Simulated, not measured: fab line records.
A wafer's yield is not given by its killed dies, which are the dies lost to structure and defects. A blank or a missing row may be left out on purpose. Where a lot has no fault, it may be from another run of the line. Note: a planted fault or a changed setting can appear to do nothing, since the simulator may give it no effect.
Which of the tools did it? ; flow gf180mcu ; 6 lots with 18 wafers sampled at 2 steps, on a route of 602 steps

== WHAT THE GAUGES READ, wafer by wafer ==
GF_LVPWELL_TW_MEAS_11.
lot;measured;on;LVPWELL_TW
L121;day 4 08:20;film_metro-03;548 549 552
L123;day 4 18:08;film_metro-04;563 560 564
L125;day 5 06:25;film_metro-02;563 564 560
L132;day 7 04:43;film_metro-03;549 549 547
L135;day 7 16:53;film_metro-03;515 519 520
L137;day 8 09:11;film_metro-04;562 562 564

== WHICH TOOL RAN EACH LOT (tool, then ch and the chambers of the sampled wafers, then the start) ==
lot;GF_LVPWELL_IMPLANT_09
L121;implanter-02 ch 0, day 4 08:05
L123;implanter-04 ch 0, day 4 17:55
L125;implanter-02 ch 0, day 5 06:10
L132;implanter-03 ch 0, day 7 04:28
L135;implanter-02 ch 0, day 7 16:39
L137;implanter-04 ch 0, day 8 08:58
- GF_LVPWELL_IMPLANT_09

== THE ANSWER, worked out from the rows above alone ==
Rule: usual is defined by the lots themselves. The widest of any qualifying gaps counts: lots, ordered by their means at a reading, are off when they make up no more than a third of the lots, leave a main group of 4 or more, and stand apart from it by 3 or more times the standard deviation of that group's means. Not used: any main group whose means are identical at the precision the tables above print for the reading. Also off: a lot with no number at a reading for which 4 or more lots have one. Any other lot the step has rows for is counted as sound.
Off: at GF_LVPWELL_TW_MEAS_11 (LVPWELL_TW), L135. Mean 557 and standard deviation 6.6 in the main group.
A tool fits if, at a process step before that reading, it ran every lot that is off, and no sound lot after the first of them. The gauges at GF_LVPWELL_TW_MEAS_11 are tried like those tools. 2 tools fit, implanter-02 at GF_LVPWELL_IMPLANT_09 and film_metro-03 at GF_LVPWELL_TW_MEAS_11, so this cannot tell which one it is.

== WHAT THE SIMULATOR HAD PUT IN ==
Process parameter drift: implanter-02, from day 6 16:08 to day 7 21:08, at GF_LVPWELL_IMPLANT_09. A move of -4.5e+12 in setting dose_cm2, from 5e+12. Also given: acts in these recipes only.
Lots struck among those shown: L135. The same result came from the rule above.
